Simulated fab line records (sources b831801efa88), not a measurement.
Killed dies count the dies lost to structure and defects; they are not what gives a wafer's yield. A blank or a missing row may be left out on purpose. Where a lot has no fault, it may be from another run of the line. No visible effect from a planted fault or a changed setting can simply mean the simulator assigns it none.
What tool caused it? ; flow sky130 ; 72 wafers from 24 lots sampled at 6 of the route's 708 steps

WHAT THE GAUGES READ, wafer by wafer
SKY_CAPM_RS_MEAS_03: measurement is done with a four-point probe. Usual: for CAPM_TIN_RS the level is 6.87 ohm/sq and the standard deviation is 0.087.
lot;measured;on;CAPM_TIN_RS (ohm/sq);flag
L076;day 37 05:04;filmMetro-01;6.82 6.70 6.77;
L075;day 37 06:07;filmMetro-04;6.84 6.87 7.04;
L074;day 37 06:53;filmMetro-01;6.97 6.87 6.81;
L077;day 37 07:13;filmMetro-04;6.91 6.85 6.96;
L078;day 37 16:01;filmMetro-04;6.90 6.95 6.83;
L079;day 38 00:46;filmMetro-04;6.92 6.91 6.87;
L080;day 38 08:01;filmMetro-01;6.82 6.68 6.78;
L081;day 38 16:43;filmMetro-01;6.84 6.88 6.87;
L082;day 39 02:55;filmMetro-03;6.97 6.80 6.91;
L083;day 39 08:22;filmMetro-03;7.07 7.03 6.93;
L084;day 39 16:10;filmMetro-01;6.81 6.78 6.74;
L085;day 39 17:25;filmMetro-01;6.82 6.99 6.86;
L086;day 40 04:31;filmMetro-04;7.01 6.86 6.88;
L087;day 40 13:07;filmMetro-01;6.81 6.94 6.76;
L088;day 40 20:33;filmMetro-03;6.85 6.95 6.84;
L089;day 41 00:55;filmMetro-03;6.84 6.81 6.84;
L090;day 41 02:50;filmMetro-01;6.72 6.84 6.75;
L093;day 42 19:29;filmMetro-04;6.90 6.87 6.89;
L094;day 42 22:17;filmMetro-04;7.03 7.00 7.00;
L091;day 42 23:18;filmMetro-01;6.92 6.94 6.92;
L095;day 43 01:05;filmMetro-01;6.97 6.88 6.93;
L092;day 43 02:37;filmMetro-01;6.69 6.73 6.74;
L096;day 43 03:17;filmMetro-03;6.79 6.81 6.70;
L097;day 43 08:37;filmMetro-01;6.95 6.88 6.76;

SKY_PASSIVATION_THK_MEAS_01. Usual: for PASSIVATION_CVD_00_THK the level is 89.6 nm and the standard deviation is 1.3.
lot;measured;on;PASSIVATION_CVD_00_THK (nm);flag
L076;day 44 15:16;filmMetro-02;90.8 90.2 92.1;
L075;day 44 17:37;filmMetro-02;87.4 88.5 90.4;
L074;day 44 17:43;filmMetro-03;89.3 89.0 91.6;
L077;day 44 17:45;filmMetro-02;88.6 88.4 89.0;
L078;day 44 23:19;filmMetro-04;87.3 88.7 88.3;
L079;day 45 13:15;filmMetro-03;89.2 88.0 90.6;
L080;day 45 15:10;filmMetro-02;89.1 90.1 89.6;
L081;day 45 21:06;filmMetro-02;89.1 88.5 89.9;
L082;day 46 10:10;filmMetro-04;88.1 89.6 89.7;
L083;day 46 14:14;filmMetro-04;91.2 89.1 90.1;
L084;day 46 15:39;filmMetro-04;89.8 90.5 90.9;
L085;day 46 16:37;filmMetro-03;88.4 88.5 88.7;
L086;day 47 00:38;filmMetro-04;87.8 88.6 91.4;
L087;day 47 10:18;filmMetro-02;88.5 90.2 91.7;
L088;day 47 16:00;filmMetro-02;89.5 89.5 91.0;
L089;day 47 19:44;filmMetro-02;89.5 87.7 91.0;
L090;day 48 03:38;filmMetro-02;88.5 87.4 89.8;
L093;day 49 03:34;filmMetro-04;90.2 89.1 91.4;
L094;day 49 08:38;filmMetro-03;88.8 90.9 90.9;
L091;day 49 09:02;filmMetro-04;88.8 89.2 88.7;
L095;day 49 09:03;filmMetro-03;90.3 92.2 91.9;
L092;day 49 11:01;filmMetro-02;91.6 88.8 91.9;
L096;day 49 11:11;filmMetro-04;89.8 89.3 91.0;
L097;day 49 13:40;filmMetro-04;89.0 87.0 89.5;

SKY_PAD_OPEN_BOW_MEAS_13. Usual: for PAD_OPEN_BOW the level is 46 um and the standard deviation is 8.4.
lot;measured;on;PAD_OPEN_BOW (um);flag
L076;day 46 11:53;filmMetro-04;50 48 45;
L075;day 46 14:20;filmMetro-04;50 45 51;
L074;day 46 14:37;filmMetro-04;41 48 47;
L077;day 46 15:53;filmMetro-02;55 36 56;
L078;day 46 20:01;filmMetro-01;53 48 49;
L079;day 47 09:27;filmMetro-01;40 30 45;
L080;day 47 10:37;filmMetro-02;52 52 49;
L081;day 47 18:03;filmMetro-02;40 44 50;
L082;day 48 04:18;filmMetro-01;59 34 54;
L083;day 48 07:33;filmMetro-04;59 42 38;
L084;day 48 10:04;filmMetro-02;40 45 35;
L085;day 48 10:46;filmMetro-02;53 57 47;
L086;day 48 18:07;filmMetro-04;65 49 54;
L087;day 49 01:32;filmMetro-01;43 37 33;
L088;day 49 07:19;filmMetro-01;48 36 45;
L089;day 49 11:16;filmMetro-01;34 35 37;
L090;day 49 17:17;filmMetro-04;52 48 35;
L093;day 50 16:14;filmMetro-01;51 42 56;
L094;day 50 20:41;filmMetro-01;49 42 37;
L091;day 50 22:10;filmMetro-02;59 42 49;
L095;day 50 22:11;filmMetro-01;44 55 43;
L092;day 50 23:41;filmMetro-02;38 39 18;
L096;day 50 23:40;filmMetro-01;63 58 61;
L097;day 51 01:05;filmMetro-02;41 53 54;

WHICH TOOL RAN EACH LOT (tool, then ch and the chambers of the sampled wafers, then the start)
lot;SKY_VIA2_CMP_02;SKY_VIA2_CVD_21;SKY_VIA4_STRIP_13
L076;cmp-01 ch 0,1, day 36 01:07;cvdW-02 ch 0,1, day 37 04:05;plasmaAsher-03 ch 0,1, day 43 14:46
L075;cmp-02 ch 1,2, day 36 02:09;cvdW-01 ch 0,1, day 37 05:10;plasmaAsher-04 ch 0,1, day 43 17:16
L074;cmp-02 ch 0,1,2, day 36 02:54;cvdW-02 ch 0,1, day 37 05:54;plasmaAsher-01 ch 0,1, day 43 17:34
L077;cmp-01 ch 2,3, day 36 03:50;cvdW-01 ch 0,1, day 37 06:16;plasmaAsher-04 ch 0,1, day 43 17:37
L078;cmp-01 ch 0,1,3, day 36 11:51;cvdW-01 ch 0,1, day 37 15:04;plasmaAsher-03 ch 0,1, day 44 00:47
L079;cmp-01 ch 1,3, day 36 21:48;cvdW-02 ch 1, day 37 23:40;plasmaAsher-03 ch 0, day 44 07:29
L080;cmp-02 ch 1,2, day 37 04:10;cvdW-01 ch 0,1, day 38 07:03;plasmaAsher-04 ch 0,1, day 44 14:40
L081;cmp-01 ch 1,2, day 37 14:04;cvdW-02 ch 0,1, day 38 15:44;plasmaAsher-01 ch 0,1, day 44 20:55
L082;cmp-01 ch 0,1,3, day 37 23:26;cvdW-02 ch 0,1, day 39 01:58;plasmaAsher-04 ch 0,1, day 45 10:32
L083;cmp-01 ch 2,3, day 38 05:25;cvdW-02 ch 0,1, day 39 07:24;plasmaAsher-01 ch 0,1, day 45 13:52
L084;cmp-01 ch 0,2, day 38 13:00;cvdW-02 ch 0,1, day 39 15:11;plasmaAsher-03 ch 0,1, day 45 16:19
L085;cmp-01 ch 0,1,3, day 38 14:23;cvdW-01 ch 0,1, day 39 16:26;plasmaAsher-01 ch 1, day 45 16:38
L086;cmp-02 ch 0,2,3, day 39 01:17;cvdW-02 ch 0,1, day 40 03:32;plasmaAsher-04 ch 0, day 46 02:32
L087;cmp-02 ch 0,1, day 39 10:34;cvdW-02 ch 1, day 40 12:08;plasmaAsher-03 ch 0, day 46 11:11
L088;cmp-02 ch 0,2,3, day 39 18:08;cvdW-01 ch 0,1, day 40 19:35;plasmaAsher-04 ch 0,1, day 46 16:13
L089;cmp-01 ch 0,1,2, day 39 22:10;cvdW-01 ch 0,1, day 40 23:58;plasmaAsher-03 ch 0,1, day 46 20:44
L090;cmp-01 ch 2,3, day 40 00:36;cvdW-02 ch 0,1, day 41 01:53;plasmaAsher-03 ch 0,1, day 47 05:59
L093;cmp-02 ch 0,1,3, day 41 16:43;cvdW-02 ch 0,1, day 42 18:32;plasmaAsher-04 ch 0,1, day 48 08:11
L094;cmp-02 ch 0,2,3, day 41 19:51;cvdW-01 ch 0,1, day 42 21:17;plasmaAsher-01 ch 0,1, day 48 11:08
L091;cmp-02 ch 0,2,3, day 41 20:38;cvdW-02 ch 0,1, day 42 22:20;plasmaAsher-01 ch 0,1, day 48 12:14
L095;cmp-01 ch 1,2,3, day 41 22:47;cvdW-02 ch 0,1, day 43 00:04;plasmaAsher-03 ch 0,1, day 48 12:16
L092;cmp-01 ch 0,1,3, day 41 23:22;cvdW-01 ch 0, day 43 01:34;plasmaAsher-03 ch 0,1, day 48 13:53
L096;cmp-01 ch 0,3, day 42 00:40;cvdW-01 ch 0,1, day 43 02:17;plasmaAsher-01 ch 0,1, day 48 13:59
L097;cmp-02 ch 0,1,2, day 42 06:44;cvdW-01 ch 0,1, day 43 07:40;plasmaAsher-04 ch 0,1, day 48 16:50
- SKY_VIA2_CMP_02: polishes SiO2.
- SKY_VIA2_CVD_21: deposits W, target thk 420 nm, time 126.4 s.
- SKY_VIA4_STRIP_13: strips in O2/N2.

AS READ BY THE TOOLS THEMSELVES (means over the sampled wafers that have a number; for cases with no such wafer, the mark the record gives instead)
SKY_VIA2_CMP_02. Usual: motorCurrentA reads 12.5 A (standard deviation 1.2).
lot;tool;motorCurrentA (A);flag
L076;cmp-01;13.3;
L075;cmp-02;11.6;
L074;cmp-02;12.0;
L077;cmp-01;11.6;
L078;cmp-01;12.8;
L079;cmp-01;12.9;
L080;cmp-02;11.8;
L081;cmp-01;12.1;
L082;cmp-01;13.5;
L083;cmp-01;11.6;
L084;cmp-01;12.4;
L085;cmp-01;13.2;
L086;cmp-02;12.0;
L087;cmp-02;12.7;
L088;cmp-02;12.0;
L089;cmp-01;13.2;
L090;cmp-01;11.1;
L093;cmp-02;12.3;
L094;cmp-02;12.0;
L091;cmp-02;12.1;
L095;cmp-01;12.2;
L092;cmp-01;12.9;
L096;cmp-01;13.6;
L097;cmp-02;12.0;

SKY_VIA2_CVD_21. Usual: heaterPowerW reads 845 W (standard deviation 140).
lot;tool;heaterPowerW (W);flag
L076;cvdW-02;812;
L075;cvdW-01;881;
L074;cvdW-02;917;
L077;cvdW-01;868;
L078;cvdW-01;861;
L079;cvdW-02;1032;
L080;cvdW-01;875;
L081;cvdW-02;928;
L082;cvdW-02;815;
L083;cvdW-02;939;
L084;cvdW-02;803;
L085;cvdW-01;835;
L086;cvdW-02;938;
L087;cvdW-02;1040;
L088;cvdW-01;766;
L089;cvdW-01;848;
L090;cvdW-02;818;
L093;cvdW-02;928;
L094;cvdW-01;760;
L091;cvdW-02;832;
L095;cvdW-02;813;
L092;cvdW-01;695;
L096;cvdW-01;833;
L097;cvdW-01;767;

SKY_VIA4_STRIP_13. Usual: drypumpMotorCurrentA 5.8 A, standard deviation 0.5; oesProductAu 0.710 a.u., standard deviation 0.0041; stripTimeToEndpointS 12.82 s, standard deviation 0.032.
lot;tool;drypumpMotorCurrentA (A);oesProductAu (a.u.);stripTimeToEndpointS (s);flag
L076;plasmaAsher-03;5.8;0.709;12.83;
L075;plasmaAsher-04;6.0;0.712;12.81;
L074;plasmaAsher-01;5.9;0.708;12.78;
L077;plasmaAsher-04;6.0;0.712;12.81;
L078;plasmaAsher-03;5.8;0.711;12.84;
L079;plasmaAsher-03;6.1;0.712;12.82;
L080;plasmaAsher-04;5.9;0.708;12.80;
L081;plasmaAsher-01;6.2;0.712;12.83;
L082;plasmaAsher-04;6.0;0.709;12.80;
L083;plasmaAsher-01;5.9;0.713;12.84;
L084;plasmaAsher-03;5.4;0.711;12.78;
L085;plasmaAsher-01;5.5;0.711;12.81;
L086;plasmaAsher-04;5.8;0.710;12.82;
L087;plasmaAsher-03;6.1;0.706;12.83;
L088;plasmaAsher-04;5.9;0.704;12.81;
L089;plasmaAsher-03;5.4;0.708;12.82;
L090;plasmaAsher-03;5.8;0.709;12.86;
L093;plasmaAsher-04;5.8;0.711;12.81;
L094;plasmaAsher-01;5.9;0.709;12.80;
L091;plasmaAsher-01;5.9;0.713;12.82;
L095;plasmaAsher-03;5.8;0.705;12.83;
L092;plasmaAsher-03;5.8;0.709;12.85;
L096;plasmaAsher-01;5.9;0.713;12.81;
L097;plasmaAsher-04;6.0;0.709;12.81;

THE ANSWER, worked out from the rows above alone
Rule: lot off if the mean of its wafers having a number is beyond 3 standard deviations from the usual mean. A lot without any number at a reading at which 4 lots or more have one is off too. All remaining lots with rows at the step are treated as sound. Order of review: gauges by route order, followed by the tools' own readings, for which a lot's mean as printed above is used. The first step at which some lot is off is used, and at that step the reading that is off furthest; a lot without a number counts as furthest.
Nothing can be told from this: no lot is off at any reading shown.

WHAT WAS PUT IN BY THE SIMULATOR
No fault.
